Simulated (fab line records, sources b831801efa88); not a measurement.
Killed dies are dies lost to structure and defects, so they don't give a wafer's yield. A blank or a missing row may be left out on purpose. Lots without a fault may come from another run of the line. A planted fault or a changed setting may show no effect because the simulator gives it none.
One fault seen from 2 desks | flow gf180mcu | each desk has only its own numbers; what lay behind them comes last

THE TOOL OWNER'S DESK: krf_scanner-02
The tool's own readings at GF_M5_EXPOSE_04 (exposes mask Metal5, target cd 280 nm): means of the sampled wafers that have a number, for each lot that ran on this tool. A lot is out of limits, marked OUT, if its mean lies more than 4 standard deviations from the usual mean; the brackets give that distance.
Columns: A = exposure_dose_mJ_cm2 at GF_M5_EXPOSE_04, usual 28.005; B = focus_offset_nm at GF_M5_EXPOSE_04, usual 0.0 nm
lot  | first seen here | A                | B
L761 | day 26 16:08    | 28.020           | 0.4
L762 | day 26 19:17    | 27.998           | 0.5
L765 | day 27 19:47    | 27.978           | -0.4
L769 | day 29 08:41    | 30.142 (+76) OUT | 0.4
L770 | day 29 19:39    | 29.724 (+61) OUT | 0.8
This desk's finding: out of limits on L769, L770; first on L769, day 29 08:41 (exposure_dose_mJ_cm2 at GF_M5_EXPOSE_04). In limits: L761, L762, L765.

THE METROLOGY DESK
What the gauges read, lot by lot, whatever tool the lot ran on: means of the sampled wafers that have a number. A lot is out of limits, marked OUT, if its mean lies more than 4 standard deviations from the usual mean; the brackets give that distance.
Columns: A = V4_W_RS at GF_V4_RS_MEAS_24, usual 0.326 ohm/sq; B = cd_nm at GF_M5_CD_MEAS_07, usual 279.7 nm; C = M5_OVL at GF_M5_OVL_MEAS_08, usual 3 nm
lot  | first seen here | A     | B                | C
L759 | day 24 09:05    | 0.329 | 278.3            | -3
L760 | day 24 19:28    | 0.318 | 281.1            | 15
L761 | day 25 07:13    | 0.320 | 278.4            | 0
L762 | day 25 11:19    | 0.327 | 280.5            | 4
L765 | day 26 12:13    | 0.324 | 279.2            | 8
L769 | day 28 03:10    | 0.332 | 269.2 (-8.1) OUT | 3
L770 | day 28 12:47    | 0.322 | 273.0 (-5.2) OUT | -4
L773 | day 29 05:02    | 0.328 | 278.8            | 5
L774 | day 29 14:40    | 0.326 | 279.0            | -1
L777 | day 30 04:13    | 0.321 | 278.9            | 1
L779 | day 30 18:01    | 0.322 | 278.4            | 2
L781 | day 31 03:19    | 0.331 | 279.6            | 0
This desk's finding: out of limits on L769, L770; first on L769, day 29 18:20 (cd_nm at GF_M5_CD_MEAS_07). In limits: L759, L760, L761, L762, L765, L773, L774, L777, L779, L781.

PUT TOGETHER
The tool owner's desk could have raised an alarm at day 29 08:41, on L769, L770.
The metrology desk could have raised an alarm at day 29 18:20, on L769, L770.
Of the lots named, all ran GF_M5_EXPOSE_04 on krf_scanner-02.

WHAT THE SIMULATOR HAD PUT IN
Process parameter drift: krf_scanner-02, from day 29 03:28 on, at GF_M5_EXPOSE_04. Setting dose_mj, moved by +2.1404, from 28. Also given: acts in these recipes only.
Lots struck among those shown: L769, L770.
Hours from the fault's start to each desk's first reading out of limits: the tool owner's desk, 5; the metrology desk, 15.
